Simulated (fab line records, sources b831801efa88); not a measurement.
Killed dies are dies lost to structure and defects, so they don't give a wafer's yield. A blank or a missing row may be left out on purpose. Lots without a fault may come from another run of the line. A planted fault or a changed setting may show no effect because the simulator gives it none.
One fault seen from 2 desks | flow sfq_line | each desk has only its own numbers; what lay behind them comes last

THE METROLOGY DESK
What the gauges read, lot by lot, whatever tool the lot ran on: means of the sampled wafers that have a number. A lot is out of limits, marked OUT, if its mean lies more than 4 standard deviations from the usual mean; the brackets give that distance.
Columns: A = I6_OVL at SFQ_I6_OVL_MEAS_942, usual 0 nm; B = M7_NB_RS at SFQ_M7_RS_MEAS_943, usual 0.885 ohm/sq; C = M7_OVL at SFQ_M7_OVL_MEAS_945, usual 0 nm
lot  | first seen here | A  | B     | C
L586 | day 76 09:10    | 1  | 0.879 | 7
L588 | day 76 18:46    | 0  | 0.888 | -1
L593 | day 77 09:10    | -2 | 0.893 | -6
L594 | day 77 10:22    | 0  | 0.880 | -7
L595 | day 77 13:58    | 1  | 0.890 | -5
L598 | day 78 02:01    | -3 | 0.882 | 3
L609 | day 85 17:25    | 7  | 0.891 | 2
This desk's finding: nothing out of limits on any of the 7 lots.

THE TOOL OWNER'S DESK: krf_scanner-01
The tool's own readings at SFQ_TRILAYER_M7_LITHO_EXPOSE_178 (exposes mask M7, target cd 500 nm): means of the sampled wafers that have a number, for each lot that ran on this tool. A lot is out of limits, marked OUT, if its mean lies more than 4 standard deviations from the usual mean; the brackets give that distance.
Columns: A = exposure_dose_mJ_cm2 at SFQ_TRILAYER_M7_LITHO_EXPOSE_178, usual 14.400
lot  | first seen here | A
L586 | day 76 15:04    | 14.398
L588 | day 77 00:28    | 14.398
L593 | day 77 14:04    | 14.979 (+41) OUT
L594 | day 77 15:04    | 14.975 (+41) OUT
L595 | day 77 17:16    | 14.975 (+41) OUT
This desk's finding: out of limits on L593, L594, L595; first on L593, day 77 14:04 (exposure_dose_mJ_cm2 at SFQ_TRILAYER_M7_LITHO_EXPOSE_178). In limits: L586, L588.

PUT TOGETHER
The tool owner's desk could have raised an alarm at day 77 14:04, on L593, L594, L595.
The metrology desk saw nothing out of limits.
The metrology desk has L593, L594, L595 on record, within its limits.
Of the lots named, all ran SFQ_TRILAYER_M7_LITHO_EXPOSE_178 on krf_scanner-01.

WHAT THE SIMULATOR HAD PUT IN
Process parameter drift: krf_scanner-01, from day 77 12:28 on, at SFQ_TRILAYER_M7_LITHO_EXPOSE_178. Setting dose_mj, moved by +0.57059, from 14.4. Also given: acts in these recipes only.
Lots struck among those shown: L593, L594, L595.
Hours from the fault's start to each desk's first reading out of limits: the tool owner's desk, 2.
